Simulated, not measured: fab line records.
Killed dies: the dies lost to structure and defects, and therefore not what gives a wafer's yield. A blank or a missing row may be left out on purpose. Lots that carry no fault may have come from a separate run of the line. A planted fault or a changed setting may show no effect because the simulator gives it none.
A lot that was struck, set against a sound lot || flow sky130 || 18 steps out of a route of 708
Sound: these wafers, L501.2, L501.4, L501.6. Struck: wafer L508.3 (left out: L508.2, L508.5 of the same lot, which were not struck); the cause appears at the end.
For every step that has rows: the tool of each side, followed by ch and its chambers, followed by its first start. Under that, the readings that differ: sound wafers || struck wafers || difference of the means || sigmas: that difference in standard deviations of wafers without a fault.
alike: same words and numbers on both sides, and readings whose means sit less than 2 such deviations apart. not compared: any withheld reading, any reading some wafer has no value for, any bound like >300 that may hide the same value, and any number with overlapping values for which the record gives no deviation.
A row with sigmas, a row that says differs or no value, or rows on one side alone: a step with any of these is where the two part. When numbers do not overlap yet have no deviation, they are printed without sigmas and do not part them. Lack of a reading on every wafer of one side parts them only where that side has two or more wafers.

first, 4 steps without rows for these wafers: SKY_DNWELL_EXPOSE_04 (exposes mask DNM, target cd 3000 nm); SKY_DNWELL_PEB_05; SKY_DNWELL_DEVELOP_06 (develop time 60 s); SKY_DNWELL_IMPLANT_07.
SKY_DNWELL_STRIP_08: strips in O2/N2.
  sound on plasma-asher-02 ch 0, day 6 18:46; struck on plasma-asher-01 ch 0, day 8 06:10
{"reading": "n2-flow-sccm (sccm)", "sound": "300.8 302.3 300.8", "struck": 299.1, "difference": -2.2, "sigmas": -3}
  alike: drypump-motor-current-A, o2-flow-sccm, oes-product-au, strip-time-to-endpoint-s
  not compared: rf-hours-counter-h
SKY_DNWELL_TW_MEAS_09:
  struck on film-metro-02, day 8 06:16; sound on film-metro-01, day 6 18:53
  alike: DNWELL_TW
then, 6 steps without rows for these wafers: SKY_PWDE_DEHYDRATE_00 (time 60 s); SKY_PWDE_HMDS_01 (prime time 60 s); SKY_PWDE_COAT_02 (resist thk 3000 nm); SKY_PWDE_SOFTBAKE_03; SKY_PWDE_EXPOSE_04 (exposes mask PWDEM, target cd 840 nm); SKY_PWDE_PEB_05.
SKY_PWDE_DEVELOP_06: develop time 60 s.
  sound on litho-track-01 ch 0, day 7 13:00; struck on litho-track-02 ch 0, day 9 03:00
SKY_PWDE_OVL_MEAS_07:
  struck on overlay-01, day 9 03:26; sound on overlay-02, day 7 14:01
  not compared: PWDE_OVL
following that, these wafers have no rows for 1 step: SKY_PWDE_IMPLANT_08.
SKY_PWDE_STRIP_09: strips in O2/N2.
  sound on plasma-asher-03 ch 0,1, day 7 14:12; struck on plasma-asher-03 ch 1, day 9 03:37
  alike: drypump-motor-current-A, n2-flow-sccm, o2-flow-sccm, oes-product-au, strip-time-to-endpoint-s
  not compared: rf-hours-counter-h
SKY_PWDE_TW_MEAS_10:
  struck on film-metro-02, day 9 03:43; sound on film-metro-02, day 7 14:19
{"reading": "PWDE_TW", "sound": "372.0 375.9 375.5", "struck": 30.0, "difference": -344.5, "sigmas": "-99 or more"}
then, 1 step without rows for these wafers: SKY_NWELL_DEHYDRATE_03 (time 60 s).

== WHERE THEY PART ==
Last at SKY_PWDE_TW_MEAS_10 as far as this record goes, first at SKY_DNWELL_STRIP_08.

WHY: what had been put in by the simulator
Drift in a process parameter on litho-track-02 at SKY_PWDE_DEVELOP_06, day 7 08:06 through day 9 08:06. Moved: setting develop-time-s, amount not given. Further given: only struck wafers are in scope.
